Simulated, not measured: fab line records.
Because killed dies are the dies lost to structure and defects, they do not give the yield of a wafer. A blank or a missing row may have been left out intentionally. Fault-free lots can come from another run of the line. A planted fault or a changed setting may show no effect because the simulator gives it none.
2 desks looking at one fault / flow gf180mcu / only its own numbers are on each desk; what lay behind them is given at the end

== FROM THE METROLOGY DESK ==
Lot by lot, what the gauges showed, no matter which tool ran the lot: averages of those sampled wafers that carry a number. If a lot's mean is further than 4 standard deviations from the usual mean, the lot is out of limits and carries the mark OUT (the distance appears in the brackets).
Columns: A = V4_BOW at GF_V4_BOW_MEAS_05, usual 134 um
lot=L823; first seen here=day 24 08:29; A=136
lot=L824; first seen here=day 24 13:44; A=133
lot=L826; first seen here=day 25 05:53; A=130
lot=L827; first seen here=day 25 18:44; A=142
lot=L829; first seen here=day 26 16:38; A=132
lot=L830; first seen here=day 26 22:44; A=133
lot=L831; first seen here=day 27 01:01; A=131
lot=L833; first seen here=day 27 12:23; A=142
lot=L835; first seen here=day 28 08:14; A=139
lot=L836; first seen here=day 28 17:49; A=128
lot=L840; first seen here=day 29 20:12; A=130
lot=L842; first seen here=day 30 03:25; A=127
lot=L844; first seen here=day 30 15:37; A=129
This desk found nothing out of limits on any of the 13 lots.

== FOR THE TOOL OWNER'S DESK: pvd sputter-03 ==
At GF_TOP_METAL_SPUTTER_04 (material TiN, target thk 25 nm, time 20.8 s) the tool's own readings: per lot run on this tool, the mean of the sampled wafers that have a number. If a lot's mean is further than 4 standard deviations from the usual mean, the lot is out of limits and carries the mark OUT (the distance appears in the brackets).
Columns: A = cathode dc power W at GF_TOP_METAL_SPUTTER_04, usual 6500.0 W; B = throttle valve pct at GF_TOP_METAL_SPUTTER_04, usual 29.6 %
lot=L823; first seen here=day 28 02:27; A=6500.9; B=29.2
lot=L824; first seen here=day 28 07:49; A=6500.8; B=29.6
lot=L827; first seen here=day 29 09:36; A=6501.1; B=29.7
lot=L829; first seen here=day 30 06:07; A=6501.0; B=29.5
lot=L830; first seen here=day 30 10:22; A=6500.3; B=29.7
lot=L833; first seen here=day 30 22:54; A=7000.0 (+99 or more) OUT; B=29.4
lot=L835; first seen here=day 31 16:09; A=7000.1 (+99 or more) OUT; B=29.3
This desk's finding: out of limits on L833, L835; first on L833, day 30 22:54 (cathode dc power W at GF_TOP_METAL_SPUTTER_04). L823, L824, L827, L829, L830: within limits.

== ALL TOGETHER ==
The tool owner's desk had the chance to raise an alarm at day 30 22:54 on L833, L835.
Nothing out of limits was seen by the metrology desk.
The metrology desk has L833, L835 on record, within its limits.
Of the lots named, all ran GF_TOP_METAL_SPUTTER_04 on pvd sputter-03.

== WHAT HAD BEEN PUT IN BY THE SIMULATOR ==
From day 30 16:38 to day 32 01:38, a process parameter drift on pvd sputter-03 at GF_TOP_METAL_SPUTTER_04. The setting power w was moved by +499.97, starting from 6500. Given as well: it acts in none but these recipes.
Struck lots among those shown: L833, L835.
Hours from the fault's start to each desk's first reading out of limits: the tool owner's desk, 6.
